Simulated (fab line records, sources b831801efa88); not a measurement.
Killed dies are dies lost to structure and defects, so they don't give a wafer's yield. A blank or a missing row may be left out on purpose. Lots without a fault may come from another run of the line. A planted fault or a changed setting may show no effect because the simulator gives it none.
fab line records | flow sky130
record lots=11 wafers=33 last_day=50
route steps=708 shown LDD_HVP@287 RES_XHIGH@340 SD_N@348 PAD_OPEN@708
lots that met no fault: from a run of the same line without faults
start_h: hours from the record's first day to the start of the lot's first wafer shown | wait_h: hours since the lot's step before | " the same as in the row above | L1.1+2: a row that stands for several wafers | - no value, or no start given | * or withheld: withheld | < > ~ a bound
route shown NAME@n: a module of which the file shows steps, and the number in the route of the first | usual: mean/standard deviation of fault-free wafers | same: alike in all rows | chamber/n: place in a boat | sites: the reading at each site | _std_site: their standard deviation | _edge_site: outer sites' mean less inner sites' | radius_mm: how far each site lies from the wafer's centre | mask NAME#n: copy n | behind: the tool/chamber that last shaped the wafer | hold: why the lot was held/for how many hours/how that ended | device: the transistor (n, p or np) that didn't switch | end of line: the same wafers' tests at the end of the route | a step without rows: its recipe alone | killed: dies lost to structure and defects at the first sort, not the wafer's yield | map: a wafer's dies, x killed, . not, _ none there
set.NAME: the setting as run; set.NAME@STEP: as run at that earlier step | model.NAME: the simulator's own value behind a step, which no gauge read
steps of the route over a sample of lots; a table a step, a row a wafer
services: from which hour (start_h, from the record's first day; less than 0 if before it) a tool's chamber was out of use, for how many hours, and why
## steps
# step SKY_LDD_HVP_STRIP_09
# recipe chemistry=O2/N2 power_w=1400 pressure_mtorr=1500 platen_temp_c=withheld o2_flow_sccm=3000 n2_flow_sccm=300 overash_fraction=0.5
# usual drypump_motor_current_A=5.46/0.21 oes_product_au=0.409/0.0048 strip_time_to_endpoint_s=4.133/0.017
# columns lot.wafer tool chamber start_h wait_h drypump_motor_current_A oes_product_au rf_hours_counter_h strip_time_to_endpoint_s
L172.2 plasma_asher-01 0 500.53 0.1 5.53 0.416 40 4.095
L172.4 " 1 " " 5.45 0.408 - 4.126
L172.6 " 1 " " 5.43 0.407 - 4.129
L173.1 plasma_asher-04 0 511.18 0.1 5.16 0.413 65 4.123
L173.3 " 1 " " 5.67 0.406 - 4.139
L173.5 " 0 " " 5.17 0.405 - 4.105
L175.1 plasma_asher-03 1 532.29 0.1 5.70 0.411 11 4.136
L175.2 " 0 " " 5.28 0.405 11 4.123
L175.6 " 1 " " 5.68 0.401 - 4.132
L183.1 plasma_asher-03 0 603.88 0.1 5.30 0.408 18 4.119
L183.3 " 1 " " 5.67 0.412 - 4.120
L183.5 " 1 " " 5.69 0.399 - 4.112
L187.1 plasma_asher-01 0 623.79 0.1 5.52 0.406 52 4.135
L187.3 " 0 " " 5.51 0.413 - 4.141
L187.5 " 1 " " 5.44 0.409 - 4.123
L188.2 plasma_asher-03 1 633.93 0.1 5.69 0.408 21 4.145
L188.3 " 1 " " 5.69 0.411 - 4.109
L188.4 " 0 " " 5.29 0.414 - 4.145
L189.1 plasma_asher-04 0 648.18 0.1 5.11 0.410 78 4.144
L189.5 " 0 " " 5.14 0.411 - 4.167
L189.6 " 1 " " 5.67 0.402 - 4.153
L191.4 plasma_asher-03 0 661.12 0.1 5.28 0.406 - 4.121
L191.5 " 1 " " 5.74 0.411 - 4.140
L191.6 " 0 " " 5.30 0.409 - 4.131
L193.2 plasma_asher-03 0 675.28 0.1 5.30 0.404 25 4.139
L193.4 " 1 " " 5.70 0.403 - 4.151
L193.5 " 0 " " 5.29 0.412 - 4.145
L194.1 plasma_asher-03 1 679.49 0.1 5.70 0.413 25 4.112
L194.2 " 0 " " 5.30 0.406 25 4.126
L194.3 " 0 " " 5.28 0.401 - 4.134
L195.1 plasma_asher-01 1 687.93 0.1 5.42 0.414 58 4.161
L195.4 " 1 " " 5.44 0.415 - 4.139
L195.6 " 1 " " 5.44 0.416 - 4.166
# step SKY_RES_XHIGH_STRIP_08
# recipe chemistry=O2/N2 power_w=1400 pressure_mtorr=1500 platen_temp_c=withheld o2_flow_sccm=3000 n2_flow_sccm=300 overash_fraction=0.5
# usual drypump_motor_current_A=5.46/0.2 oes_product_au=0.710/0.0045 strip_time_to_endpoint_s=14.28/0.047
# columns lot.wafer tool chamber start_h wait_h drypump_motor_current_A oes_product_au rf_hours_counter_h strip_time_to_endpoint_s
L172.2 plasma_asher-04 0 622.35 0.1 5.13 0.706 75 14.20
L172.4 " 0 " " 5.15 0.712 - 14.23
L172.6 " 1 " " 5.66 0.708 - 14.27
L173.1 plasma_asher-04 0 632.40 0.1 5.12 0.708 76 14.23
L173.3 " 0 " " 5.14 0.710 - 14.26
L173.5 " 1 " " 5.69 0.710 - 14.29
L175.1 plasma_asher-03 0 651.40 0.1 5.31 0.714 23 14.27
L175.2 " 1 " " 5.69 0.711 23 14.28
L175.6 " 1 " " 5.68 0.711 - 14.30
L183.1 plasma_asher-01 0 721.60 0.1 5.52 0.709 61 14.27
L183.3 " 0 " " 5.53 0.708 - 14.29
L183.5 " 0 " " 5.53 0.710 - 14.27
L187.1 plasma_asher-03 0 740.10 0.1 5.26 0.711 31 14.23
L187.3 " 0 " " 5.26 0.712 - 14.23
L187.5 " 1 " " 5.69 0.710 - 14.26
L188.2 plasma_asher-04 1 749.86 0.1 5.68 0.712 88 14.25
L188.3 " 0 " " 5.12 0.712 - 14.28
L188.4 " 1 " " 5.68 0.703 - 14.22
L189.1 plasma_asher-03 0 760.04 0.1 5.30 0.713 33 14.31
L189.5 " 1 " " 5.69 0.704 - 14.30
L189.6 " 0 " " 5.28 0.708 - 14.33
L191.4 plasma_asher-03 1 774.98 0.1 5.69 0.720 - 14.24
L191.5 " 0 " " 5.27 0.716 - 14.22
L191.6 " 1 " " 5.69 0.717 - 14.27
L193.2 plasma_asher-01 1 790.94 0.1 5.44 0.709 69 14.19
L193.4 " 0 " " 5.52 0.706 - 14.17
L193.5 " 0 " " 5.53 0.710 - 14.19
L194.1 plasma_asher-03 1 794.36 0.1 5.69 0.708 36 14.25
L194.2 " 0 " " 5.27 0.717 36 14.20
L194.3 " 0 " " 5.27 0.710 - 14.27
L195.1 plasma_asher-01 1 799.51 0.1 5.42 0.709 70 14.27
L195.4 " 0 " " 5.51 0.719 - 14.24
L195.6 " 0 " " 5.50 0.714 - 14.22
# step SKY_RES_XHIGH_TW_MEAS_09
# usual RES_XHIGH_TW=1644/9.3
# columns lot.wafer tool chamber start_h wait_h RES_XHIGH_TW
L172.2 film_metro-04 - 622.46 0.1 1657
L172.4 " - " " 1650
L172.6 " - " " 1645
L173.1 film_metro-03 - 632.50 0.1 1646
L173.3 " - " " 1627
L173.5 " - " " 1644
L175.1 film_metro-03 - 651.50 0.1 1629
L175.2 " - " " 1637
L175.6 " - " " 1623
L183.1 film_metro-03 - 721.70 0.1 1658
L183.3 " - " " 1644
L183.5 " - " " 1643
L187.1 film_metro-04 - 740.20 0.1 1648
L187.3 " - " " 1651
L187.5 " - " " 1652
L188.2 film_metro-03 - 749.97 0.1 1661
L188.3 " - " " 1662
L188.4 " - " " 1655
L189.1 film_metro-04 - 760.14 0.1 1645
L189.5 " - " " 1638
L189.6 " - " " 1626
L191.4 film_metro-02 - 775.08 0.1 1639
L191.5 " - " " 1638
L191.6 " - " " 1638
L193.2 film_metro-02 - 791.05 0.1 1645
L193.4 " - " " 1621
L193.5 " - " " 1645
L194.1 film_metro-02 - 794.46 0.1 1630
L194.2 " - " " 1637
L194.3 " - " " 1634
L195.1 film_metro-03 - 799.61 0.1 1653
L195.4 " - " " 1641
L195.6 " - " " 1641
# step SKY_SD_N_DEVELOP_06
# recipe resist=NOVOLAK developer=TMAH develop_time_s=60 dev_temp_c=23
# columns lot.wafer tool chamber start_h wait_h
L172.2+4+6 litho_track-01 0 651.02 0.1
L173.1+3+5 litho_track-03 0 661.05 0.1
L175.1+2+6 litho_track-04 0 679.94 0.1
L183.1+3+5 litho_track-01 0 749.54 0.1
L187.1+3+5 litho_track-03 0 767.45 0.1
L188.2+3+4 litho_track-03 0 777.72 0.1
L189.1+5+6 litho_track-03 0 786.65 0.1
L191.4+5+6 litho_track-04 0 801.32 0.1
L193.2+4+5 litho_track-03 0 817.62 0.1
L194.1+2+3 litho_track-01 0 819.49 0.1
L195.1+4+6 litho_track-04 0 826.34 0.1
# step SKY_SD_N_CD_MEAS_07
# recipe target_cd_nm=380
# usual cd_nm=379.2/2.3
# columns lot.wafer tool chamber start_h wait_h cd_nm
L172.2 cd_sem-01 - 651.20 0.2 378.5
L172.4 " - " " 381.7
L172.6 " - " " 382.6
L173.1 cd_sem-01 - 661.20 0.1 382.7
L173.3 " - " " 384.0
L173.5 " - " " 381.7
L175.1 cd_sem-02 - 680.09 0.1 379.5
L175.2 " - " " 380.0
L175.6 " - " " 376.2
L183.1 cd_sem-01 - 749.69 0.1 377.2
L183.3 " - " " 378.4
L183.5 " - " " -
L187.1 cd_sem-01 - 767.60 0.1 379.7
L187.3 " - " " 379.9
L187.5 " - " " 379.7
L188.2 cd_sem-02 - 777.87 0.1 376.4
L188.3 " - " " 378.5
L188.4 " - " " 378.5
L189.1 cd_sem-02 - 786.80 0.1 377.0
L189.5 " - " " 376.3
L189.6 " - " " 381.1
L191.4 cd_sem-02 - 801.45 0.1 384.6
L191.5 " - " " 382.9
L191.6 " - " " 382.8
L193.2 cd_sem-02 - 817.77 0.1 382.9
L193.4 " - " " 382.1
L193.5 " - " " 383.7
L194.1 cd_sem-01 - 819.64 0.1 379.4
L194.2 " - " " 379.7
L194.3 " - " " 377.5
L195.1 cd_sem-01 - 826.49 0.1 375.5
L195.4 " - " " 375.9
L195.6 " - " " 377.3
# step SKY_SD_N_OVL_MEAS_08
# usual SD_N_OVL=-0.5/1.2
# columns lot.wafer tool chamber start_h wait_h SD_N_OVL[nm]
L172.2 overlay-02 - 651.30 0.1 1.6
L172.4 " - " " 2.2
L172.6 " - " " 1.4
L173.1 overlay-02 - 661.32 0.1 0.0
L173.3 " - " " -0.9
L173.5 " - " " -1.1
L175.1 overlay-01 - 680.21 0.1 -2.6
L175.2 " - " " -0.7
L175.6 " - " " -2.5
L183.1 overlay-02 - 749.81 0.1 1.9
L183.3 " - " " 0.1
L183.5 " - " " -
L187.1 overlay-02 - 767.72 0.1 -0.3
L187.3 " - " " -1.1
L187.5 " - " " -0.8
L188.2 overlay-01 - 777.97 0.1 0.5
L188.3 " - " " 0.2
L188.4 " - " " -0.6
L189.1 overlay-02 - 786.92 0.1 0.6
L189.5 " - " " 0.3
L189.6 " - " " -1.6
L191.4 overlay-01 - 801.53 0.1 0.9
L191.5 " - " " -0.5
L191.6 " - " " -0.2
L193.2 overlay-01 - 817.87 0.1 -2.2
L193.4 " - " " -2.7
L193.5 " - " " -1.4
L194.1 overlay-02 - 819.76 0.1 -0.4
L194.2 " - " " -1.7
L194.3 " - " " -1.8
L195.1 overlay-02 - 826.61 0.1 -0.8
L195.4 " - " " -0.8
L195.6 " - " " -0.5
# step SKY_SD_N_TW_MEAS_12
# usual SD_N_TW=4003/22
# columns lot.wafer tool chamber start_h wait_h SD_N_TW
L172.2 film_metro-03 - 651.74 0.1 3953
L172.4 " - " " 3975
L172.6 " - " " 3957
L173.1 film_metro-03 - 661.75 0.1 3946
L173.3 " - " " 3974
L173.5 " - " " 3968
L175.1 film_metro-04 - 680.65 0.1 4000
L175.2 " - " " 3995
L175.6 " - " " 4024
L183.1 film_metro-04 - 750.25 0.1 4000
L183.3 " - " " 3999
L183.5 " - " " 30
L187.1 film_metro-04 - 768.15 0.1 4002
L187.3 " - " " 3992
L187.5 " - " " 3993
L188.2 film_metro-03 - 778.41 0.1 3970
L188.3 " - " " 3991
L188.4 " - " " 4005
L189.1 film_metro-03 - 787.35 0.1 3981
L189.5 " - " " 4003
L189.6 " - " " 3994
L191.4 film_metro-02 - 801.98 0.1 3980
L191.5 " - " " 3964
L191.6 " - " " 3977
L193.2 film_metro-04 - 818.31 0.1 3998
L193.4 " - " " 3992
L193.5 " - " " 4020
L194.1 film_metro-04 - 820.20 0.1 4021
L194.2 " - " " 4018
L194.3 " - " " 4037
L195.1 film_metro-04 - 827.05 0.1 4037
L195.4 " - " " 4017
L195.6 " - " " 4010
# step SKY_PAD_OPEN_PROBE_99
# usual killed_at_M0_to_M3=45/6.9 killed_at_M4_up=3.1/1.7 killed_at_contacts=24/5.7 killed_at_front_end=15/4.6 killed_at_other=0.3/0.57 killed_dies=87/10 killed_on_rim=17/3.9 killed_open=48/7.4 killed_short=39/6.7
# same gross_dies=492 killed_at_back_side=0
# columns lot.wafer tool chamber start_h wait_h killed_at_M0_to_M3 killed_at_M4_up killed_at_contacts killed_at_front_end killed_at_other killed_dies killed_on_rim killed_open killed_short
L175.1 prober-01 - 1104.90 0.1 56 2 29 11 1 99 26 54 45
L175.2 prober-01 - 1104.95 0.1 36 4 38 6 0 84 15 53 31
L175.6 prober-01 - 1105.15 0.2 46 1 29 19 0 95 17 57 38
L183.1 prober-02 - 1153.16 0.1 32 2 17 28 0 79 9 46 33
L183.3 prober-02 - 1153.26 0.2 44 3 20 26 0 93 13 56 37
L183.5 prober-02 - 1153.36 0.2 33 4 21 434 0 492 96 37 36
L189.1 prober-02 - 1177.57 0.1 48 5 30 16 0 99 20 48 51
L189.5 prober-02 - 1177.77 0.2 51 2 27 15 1 96 17 56 40
L189.6 prober-02 - 1177.82 0.2 59 3 22 14 0 98 20 47 51
L191.4 prober-02 - 1187.22 0.2 41 1 27 2 0 71 13 41 30
L191.5 prober-02 - 1187.27 0.2 40 2 32 14 0 88 14 48 40
L191.6 prober-02 - 1187.32 0.2 42 3 30 16 1 92 18 53 39
L193.2 prober-02 - 1196.07 0.1 45 5 27 18 2 97 18 54 43
L193.4 prober-02 - 1196.17 0.2 45 4 22 10 0 81 19 45 36
L193.5 prober-02 - 1196.22 0.2 38 1 17 18 0 74 16 39 35
# killed by level:class
L175.1 CONTACT:geometric_particle:open=12 VIA2:geometric_particle:open=9 METAL1:geometric_particle:short=9 VIA1:geometric_particle:open=9 VIA3:geometric_particle:open=8 LI_CONTACT:geometric_particle:open=6 LOCAL_INTERCONNECT:geometric_particle:short=5 METAL2:geometric_particle:short=5
L175.2 CONTACT:geometric_particle:open=14 LI_CONTACT:geometric_particle:open=11 VIA1:geometric_particle:open=11 VIA3:geometric_particle:open=8 LOCAL_INTERCONNECT:geometric_particle:short=5 CONTACT:geometric_particle:short=5 VIA2:geometric_particle:open=4 METAL3:geometric_particle:short=4
L175.6 CONTACT:geometric_particle:open=10 VIA1:geometric_particle:open=9 VIA2:geometric_particle:open=9 FIELD_ISO:geometric_particle:open=8 METAL1:geometric_particle:short=8 VIA3:geometric_particle:open=8 FIELD_ISO:geometric_particle:short=7 LI_CONTACT:geometric_particle:open=6
L183.1 POLY_GATE:geometric_particle:open=10 POLY_GATE:geometric_particle:short=8 VIA1:geometric_particle:open=8 FIELD_ISO:geometric_particle:open=5 METAL1:geometric_particle:short=5 FIELD_ISO:geometric_particle:short=4 LI_CONTACT:geometric_particle:open=4 CONTACT:geometric_particle:open=4
L183.3 VIA2:geometric_particle:open=11 CONTACT:geometric_particle:open=10 VIA1:geometric_particle:open=8 POLY_GATE:geometric_particle:open=7 VIA3:geometric_particle:open=6 METAL2:geometric_particle:short=5 VIA3:geometric_particle:short=5 POLY_GATE:geometric_particle:short=4
L183.5 SD_N:area_develop=419 CONTACT:geometric_particle:open=9 VIA2:geometric_particle:open=8 LI_CONTACT:geometric_particle:open=6 VIA1:geometric_particle:short=5 VIA1:geometric_particle:open=5 FIELD_ISO:geometric_particle:short=4 LOCAL_INTERCONNECT:geometric_particle:short=4
L189.1 VIA1:geometric_particle:open=12 CONTACT:geometric_particle:open=8 LI_CONTACT:geometric_particle:open=6 LOCAL_INTERCONNECT:geometric_particle:short=6 METAL1:geometric_particle:short=6 POLY_GATE:geometric_particle:short=5 CONTACT:geometric_particle:short=5 VIA3:geometric_particle:open=5
L189.5 VIA1:geometric_particle:open=16 CONTACT:geometric_particle:open=13 LI_CONTACT:geometric_particle:open=9 METAL2:geometric_particle:short=7 VIA2:geometric_particle:open=5 VIA3:geometric_particle:open=5 FIELD_ISO:geometric_particle:open=4 POLY_GATE:geometric_particle:short=4
L189.6 VIA2:geometric_particle:open=12 METAL1:geometric_particle:short=11 CONTACT:geometric_particle:open=10 VIA1:geometric_particle:open=6 VIA3:geometric_particle:open=6 VIA3:geometric_particle:short=6 CONTACT:geometric_particle:short=5 METAL2:geometric_particle:short=5
L191.4 LI_CONTACT:geometric_particle:open=12 CONTACT:geometric_particle:open=8 VIA2:geometric_particle:open=8 METAL2:geometric_particle:short=6 VIA1:geometric_particle:short=6 VIA1:geometric_particle:open=6 VIA3:geometric_particle:open=5 VIA3:geometric_particle:short=4
L191.5 CONTACT:geometric_particle:open=15 CONTACT:geometric_particle:short=9 VIA2:geometric_particle:open=9 VIA1:geometric_particle:open=7 LI_CONTACT:geometric_particle:open=6 METAL2:geometric_particle:short=6 POLY_GATE:geometric_particle:short=5 METAL1:geometric_particle:short=4
L191.6 VIA1:geometric_particle:open=10 CONTACT:geometric_particle:open=8 VIA2:geometric_particle:open=7 LI_CONTACT:geometric_particle:open=6 METAL2:geometric_particle:short=6 LI_CONTACT:geometric_particle:short=5 CONTACT:geometric_particle:short=5 VIA3:geometric_particle:open=5
L193.2 CONTACT:geometric_particle:open=9 VIA1:geometric_particle:open=9 METAL1:geometric_particle:short=9 VIA3:geometric_particle:open=9 LI_CONTACT:geometric_particle:open=7 VIA2:geometric_particle:open=6 POLY_GATE:geometric_particle:open=5 FIELD_ISO:geometric_particle:short=5
L193.4 VIA1:geometric_particle:open=11 CONTACT:geometric_particle:open=8 CONTACT:geometric_particle:short=7 METAL2:geometric_particle:short=6 VIA2:geometric_particle:open=6 VIA3:geometric_particle:open=6 POLY_GATE:geometric_particle:open=4 VIA1:geometric_particle:short=4
L193.5 FIELD_ISO:geometric_particle:short=9 METAL2:geometric_particle:short=8 VIA3:geometric_particle:open=8 CONTACT:geometric_particle:open=7 METAL1:geometric_particle:short=6 VIA1:geometric_particle:open=6 FIELD_ISO:geometric_particle:open=5 LI_CONTACT:geometric_particle:open=3
## services
# columns tool chamber start_h hours kind
plasma_asher-01 - 487.32 1.2 repair
plasma_asher-01 - 603.11 4.4 repair
plasma_asher-04 - 639.28 1.6 repair
plasma_asher-01 - 640.17 4.0 repair
plasma_asher-04 - 761.56 10.7 repair
plasma_asher-04 - 806.85 2.8 pm
## key
first_sign step=SKY_SD_N_CD_MEAS_07 reading=cd_nm direction=missing
effect step=SKY_SD_N_OVL_MEAS_08 reading=SD_N_OVL direction=missing
effect step=SKY_SD_N_TW_MEAS_12 reading=SD_N_TW direction=down sigmas=99+ usual=4003 struck=30
effect step=SKY_PAD_OPEN_PROBE_99 reading=killed_at_front_end direction=up sigmas=91 usual=15 struck=434
more_kills_born_at SKY_SD_N_DEVELOP_06@litho_track-01=419
met_at SKY_SD_N_DEVELOP_06
struck_lots L183
struck_wafers L183.5
tester_left_out L183
not_acting_at SKY_LDD_HVP_STRIP_09,SKY_RES_XHIGH_STRIP_08,SKY_RES_XHIGH_TW_MEAS_09
onset_between 651.02 749.54
fault kind=process_parameter_drift tool=litho_track-01 chamber=- onset_h=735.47 steps=SKY_SD_N_DEVELOP_06 channel=develop_time_s offset=* shape=step end_h=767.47 scope=struck_wafers_only acts_in=* stated=*
# tester_left_out: of these lots the tester's yield and bins aren't shown, on N5 and GAA mostly nor the transistor test; their killed dies are dies lost to structure and defects alone, not to doping, threshold or leakage, so they don't give the yield
